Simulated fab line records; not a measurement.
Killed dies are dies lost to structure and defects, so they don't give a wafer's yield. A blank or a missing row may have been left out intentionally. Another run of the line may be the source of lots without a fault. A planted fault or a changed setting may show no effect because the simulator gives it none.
Shared-tool check    flow sky130    Sampled: 15 lots, 45 wafers

== THE REASON FOR OPENING IT ==
SKY_SONOS_ONO_THK_MEAS_01, reading SONOS_ONO_OXIDATION_THK: flagged on 3 of 15 lots. No-fault wafers: 2.62 nm, standard deviation 0.067.
Rule: a lot gets a flag if all its wafers with a number sit over 4 standard deviations from that mean, or if no wafer of it has a number. The other lots count as sound.

lot   measured      on             SONOS_ONO_OXIDATION_THK (nm), wafer by wafer  flag
L868  day 11 13:28  film metro-04  2.66 2.63 2.63                                
L869  day 11 19:17  film metro-04  2.61 2.64 2.65                                
L870  day 12 07:32  film metro-02  2.75 2.75 2.74                                
L871  day 12 13:13  film metro-02  3.41 3.47 3.40                                FLAGGED
L872  day 12 13:14  film metro-04  3.43 3.52 3.49                                FLAGGED
L873  day 13 09:06  film metro-03  3.48 3.53 3.52                                FLAGGED
L880  day 15 08:16  film metro-04  2.70 2.72 2.79                                
L882  day 16 05:35  film metro-03  2.61 2.63 2.62                                
L883  day 16 16:14  film metro-03  2.70 2.55 2.66                                
L884  day 17 00:16  film metro-02  2.64 2.66 2.57                                
L885  day 17 10:05  film metro-03  2.56 2.59 2.60                                
L886  day 17 14:29  film metro-02  2.52 2.58 2.50                                
L888  day 18 01:19  film metro-04  2.68 2.68 2.62                                
L889  day 18 11:29  film metro-03  2.59 2.60 2.60                                
L890  day 18 15:34  film metro-03  2.56 2.58 2.57                                
The mean of the flagged lots' numbers is 3.47 nm, +0.85 nm from the usual (+13 standard deviations).

== WHICH TOOL EACH LOT WENT THROUGH ==
The record keeps 1 process step preceding the reading, out of 708 steps on the route. Cell contents, in order: the tool; ch with the chambers the sampled wafers went through; the start.
lot   flag     SKY_SONOS_ONO_OXIDATION_00
L868           furnace-02 ch 0, day 11 12:07
L869           furnace-02 ch 0, day 11 17:56
L870           furnace-01 ch 0, day 12 06:11
L871  FLAGGED  furnace-02 ch 0, day 12 11:53
L872  FLAGGED  furnace-02 ch 0, day 12 11:53
L873  FLAGGED  furnace-02 ch 0, day 13 07:46
L880           furnace-01 ch 0, day 15 06:55
L882           furnace-01 ch 0, day 16 04:13
L883           furnace-01 ch 0, day 16 14:53
L884           furnace-02 ch 0, day 16 22:55
L885           furnace-02 ch 0, day 17 08:44
L886           furnace-02 ch 0, day 17 13:08
L888           furnace-02 ch 0, day 17 23:57
L889           furnace-02 ch 0, day 18 10:08
L890           furnace-02 ch 0, day 18 14:13
What the steps here do:
- SKY_SONOS_ONO_OXIDATION_00: stabilise 600 s, purge 300 s, target thk 2.6 nm.
- SKY_SONOS_ONO_THK_MEAS_01

== FLAGGED AGAINST TOTAL, ONE TOOL AT A TIME (gauges that did the reading follow at the end) ==
step                        tool           lots run  flagged  share of the flagged lots  sound lots run after its first flagged lot
SKY_SONOS_ONO_OXIDATION_00  furnace-01     4         0        none                       -
SKY_SONOS_ONO_OXIDATION_00  furnace-02     11        3        all                        6 (L884,L885,L886,L888,L889,L890)
SKY_SONOS_ONO_THK_MEAS_01   film metro-02  4         1        some                       2 (L884,L886)
SKY_SONOS_ONO_THK_MEAS_01   film metro-03  6         1        some                       5 (L882,L883,L885,L889,L890)
SKY_SONOS_ONO_THK_MEAS_01   film metro-04  5         1        some                       2 (L880,L888)

== WHAT THE TABLE PERMITS ==
All flagged lots share 1 row of the table, namely furnace-02 at SKY_SONOS_ONO_OXIDATION_00.
- furnace-02 at SKY_SONOS_ONO_OXIDATION_00 ran 11 lots, 3 of them flagged. Sound lots ran on it after the first flagged one (L884, L885, L886, L888, L889, L890), which a lasting fault on the whole tool wouldn't allow.
Not one row of the table ran every flagged lot while running no sound lot after the first.

== WHAT THE SIMULATOR HAD PUT IN ==
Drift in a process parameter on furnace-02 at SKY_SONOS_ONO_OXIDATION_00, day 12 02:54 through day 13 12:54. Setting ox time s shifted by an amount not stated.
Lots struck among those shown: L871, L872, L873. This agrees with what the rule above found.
